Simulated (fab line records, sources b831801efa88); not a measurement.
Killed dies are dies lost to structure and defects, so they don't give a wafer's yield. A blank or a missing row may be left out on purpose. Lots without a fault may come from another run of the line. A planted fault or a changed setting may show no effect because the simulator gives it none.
Which tool did it? | flow gf180mcu | 12 lots, 36 wafers sampled, at 6 steps of a route of 602

WHAT THE GAUGES READ, wafer by wafer
GF_HV_LDD_CD_MEAS_19: target cd 400 nm. Usual: cd_nm 394.6 nm, standard deviation 2.4.
lot  | measured     | on        | cd_nm (nm)        | flag
L333 | day 10 18:46 | cd_sem-02 | 395.4 395.7 395.2 |
L335 | day 11 15:54 | cd_sem-01 | 399.9 399.2 398.8 |
L336 | day 11 23:02 | cd_sem-01 | 396.3 396.1 395.8 |
L337 | day 12 09:37 | cd_sem-01 | 397.3 397.9 396.6 |
L338 | day 12 21:03 | cd_sem-01 | 395.1 397.3 397.3 |
L339 | day 13 01:15 | cd_sem-02 | 394.5 394.3 395.3 |
L341 | day 13 13:23 | cd_sem-02 | 392.1 391.2 392.8 |
L343 | day 14 06:28 | cd_sem-01 | 393.5 393.1 394.7 |
L344 | day 14 09:56 | cd_sem-01 | 393.0 395.6 393.7 |
L345 | day 14 15:50 | cd_sem-02 | 389.6 391.7 390.4 |
L347 | day 15 09:05 | cd_sem-01 | 393.6 392.6 393.6 |
L354 | day 17 17:11 | cd_sem-02 | 393.8 395.9 394.9 |

GF_HV_LDD_CD_MEAS_46: target cd 400 nm. Usual: cd_nm 403.3 nm, standard deviation 2.3.
lot  | measured     | on        | cd_nm (nm)        | flag
L333 | day 12 09:31 | cd_sem-02 | 404.0 402.9 405.1 |
L335 | day 13 08:09 | cd_sem-02 | 401.2 401.1 400.8 |
L336 | day 13 15:38 | cd_sem-02 | 398.6 398.6 398.3 |
L337 | day 14 03:13 | cd_sem-02 | 406.2 406.3 406.9 |
L338 | day 14 14:08 | cd_sem-02 | 398.9 403.6 401.5 |
L339 | day 14 20:11 | cd_sem-02 | 404.0 404.6 404.6 |
L341 | day 15 08:28 | cd_sem-02 | 404.3 402.5 401.3 |
L343 | day 16 03:13 | cd_sem-02 | 400.7 402.7 402.5 |
L344 | day 16 06:31 | cd_sem-02 | 404.1 405.9 405.1 |
L345 | day 16 13:08 | cd_sem-02 | 404.3 406.1 408.2 |
L347 | day 17 06:30 | cd_sem-01 | 399.3 398.2 400.6 |
L354 | day 19 18:51 | cd_sem-01 | - - -             | OFF

GF_HV_LDD_TW_MEAS_50. Usual: HV_LDD_4_TW 573, standard deviation 3.7.
lot  | measured     | on            | HV_LDD_4_TW | flag
L333 | day 12 09:54 | film_metro-04 | 575 574 574 |
L335 | day 13 08:33 | film_metro-04 | 571 575 574 |
L336 | day 13 16:02 | film_metro-04 | 574 571 570 |
L337 | day 14 03:35 | film_metro-04 | 572 576 573 |
L338 | day 14 14:32 | film_metro-03 | 577 571 571 |
L339 | day 14 20:35 | film_metro-01 | 572 568 567 |
L341 | day 15 08:52 | film_metro-04 | 573 573 574 |
L343 | day 16 03:38 | film_metro-04 | 570 571 573 |
L344 | day 16 06:55 | film_metro-04 | 571 573 574 |
L345 | day 16 13:32 | film_metro-03 | 573 571 571 |
L347 | day 17 06:54 | film_metro-04 | 570 570 573 |
L354 | day 19 19:15 | film_metro-03 | 30 30 30    | OFF

WHICH TOOL RAN EACH LOT (tool, then ch and the chambers of the sampled wafers, then the start)
lot  | GF_VT_IMPLANT_RTA_45             | GF_HV_LDD_EXPOSE_43                 | GF_HV_LDD_STRIP_49
L333 | rtp_anneal-01 ch 0, day 7 13:58  | iline_stepper-01 ch 0, day 11 23:47 | plasma_asher-01 ch 0,1, day 12 09:49
L335 | rtp_anneal-01 ch 0, day 8 06:38  | iline_stepper-01 ch 0, day 12 21:57 | plasma_asher-03 ch 0, day 13 08:26
L336 | rtp_anneal-02 ch 0, day 8 13:17  | iline_stepper-01 ch 0, day 13 06:09 | plasma_asher-03 ch 0,1, day 13 15:55
L337 | rtp_anneal-02 ch 0, day 8 21:23  | iline_stepper-02 ch 0, day 13 16:23 | plasma_asher-02 ch 0,1, day 14 03:31
L338 | rtp_anneal-02 ch 0, day 9 08:06  | iline_stepper-02 ch 0, day 14 04:14 | plasma_asher-02 ch 0,1, day 14 14:26
L339 | rtp_anneal-02 ch 0, day 9 11:06  | iline_stepper-02 ch 0, day 14 09:39 | plasma_asher-03 ch 0,1, day 14 20:28
L341 | rtp_anneal-01 ch 0, day 9 23:41  | iline_stepper-01 ch 0, day 14 22:02 | plasma_asher-01 ch 0,1, day 15 08:46
L343 | rtp_anneal-01 ch 0, day 10 13:52 | iline_stepper-01 ch 0, day 15 16:13 | plasma_asher-02 ch 0,1, day 16 03:32
L344 | rtp_anneal-02 ch 0, day 10 17:37 | iline_stepper-02 ch 0, day 15 19:06 | plasma_asher-01 ch 0,1, day 16 06:49
L345 | rtp_anneal-01 ch 0, day 10 23:59 | iline_stepper-02 ch 0, day 16 01:48 | plasma_asher-01 ch 0,1, day 16 13:25
L347 | rtp_anneal-01 ch 0, day 11 15:38 | iline_stepper-02 ch 0, day 16 19:19 | plasma_asher-02 ch 0,1, day 17 06:47
L354 | rtp_anneal-02 ch 0, day 13 14:35 | iline_stepper-02 ch 0, day 19 06:34 | plasma_asher-03 ch 0,1, day 19 19:08
- GF_VT_IMPLANT_RTA_45: time 30 s.
- GF_HV_LDD_EXPOSE_43: exposes mask Pplus HV AREA, target cd 400 nm.
- GF_HV_LDD_STRIP_49: strips in O2/N2.

WHAT THE TOOLS THEMSELVES READ (means of the sampled wafers that have a number; where no wafer has one, the mark that the record gives instead)
GF_VT_IMPLANT_RTA_45. Usual: lamp_power_pct 40.0 %, standard deviation 0.82; wafer_temp_C_max 1054.3, standard deviation 0.85.
lot  | tool          | lamp_power_pct (%) | wafer_temp_C_max | flag
L333 | rtp_anneal-01 | 40.9               | 1054.2           |
L335 | rtp_anneal-01 | 40.9               | 1054.2           |
L336 | rtp_anneal-02 | 39.2               | 1055.3           |
L337 | rtp_anneal-02 | 39.3               | 1054.4           |
L338 | rtp_anneal-02 | 39.2               | 1053.9           |
L339 | rtp_anneal-02 | 39.2               | 1053.1           |
L341 | rtp_anneal-01 | 40.9               | 1054.6           |
L343 | rtp_anneal-01 | 40.9               | 1054.1           |
L344 | rtp_anneal-02 | 39.2               | 1055.6           |
L345 | rtp_anneal-01 | 40.9               | 1054.9           |
L347 | rtp_anneal-01 | 40.8               | 1054.3           |
L354 | rtp_anneal-02 | 39.2               | 1054.5           |

GF_HV_LDD_STRIP_49. Usual: drypump_motor_current_A 5.8 A, standard deviation 0.38; heater_power_w 309 W, standard deviation 35; oes_product_au 0.715 a.u., standard deviation 0.0041; strip_time_to_endpoint_s 12.64 s, standard deviation 0.033.
lot  | tool            | drypump_motor_current_A (A) | heater_power_w (W) | oes_product_au (a.u.) | strip_time_to_endpoint_s (s) | flag
L333 | plasma_asher-01 | 5.6                         | 304                | 0.715                 | 12.61                        |
L335 | plasma_asher-03 | 5.6                         | 277                | 0.716                 | 12.66                        |
L336 | plasma_asher-03 | 5.6                         | 298                | 0.715                 | 12.67                        |
L337 | plasma_asher-02 | 6.4                         | 337                | 0.712                 | 12.62                        |
L338 | plasma_asher-02 | 6.4                         | 330                | 0.712                 | 12.64                        |
L339 | plasma_asher-03 | 5.6                         | 288                | 0.716                 | 12.63                        |
L341 | plasma_asher-01 | 5.6                         | 304                | 0.715                 | 12.59                        |
L343 | plasma_asher-02 | 6.5                         | 305                | 0.721                 | 12.59                        |
L344 | plasma_asher-01 | 5.6                         | 334                | 0.714                 | 12.66                        |
L345 | plasma_asher-01 | 5.6                         | 337                | 0.713                 | 12.68                        |
L347 | plasma_asher-02 | 6.4                         | 334                | 0.714                 | 12.68                        |
L354 | plasma_asher-03 | 5.6                         | 285                | 0.718                 | 12.63                        |

THE ANSWER, worked out from the rows above alone
Rule: a lot is off if the mean of its wafers that have a number lies more than 3 standard deviations from the usual mean. A lot without any number at a reading at which 4 lots or more have one is off too. The other lots that the step has rows for count as sound. The gauges are gone through in route order, then the tools' own readings, and for those a lot's mean is taken as printed above. The first step at which some lot is off is used, and at that step the reading that is off furthest; a lot without a number counts as furthest.
Off: L354, at GF_HV_LDD_CD_MEAS_46 (cd_nm). Without a number there: L354.
A tool fits if, at a process step before that reading, it ran every lot that is off, and no sound lot after the first of them. The gauges at GF_HV_LDD_CD_MEAS_46 aren't tried: what is off there is off at GF_HV_LDD_TW_MEAS_50 too, on other tools, and a gauge's error can't cause that. Can't be told from this: 2 tools fit, rtp_anneal-02 at GF_VT_IMPLANT_RTA_45, iline_stepper-02 at GF_HV_LDD_EXPOSE_43.

WHAT THE SIMULATOR HAD PUT IN
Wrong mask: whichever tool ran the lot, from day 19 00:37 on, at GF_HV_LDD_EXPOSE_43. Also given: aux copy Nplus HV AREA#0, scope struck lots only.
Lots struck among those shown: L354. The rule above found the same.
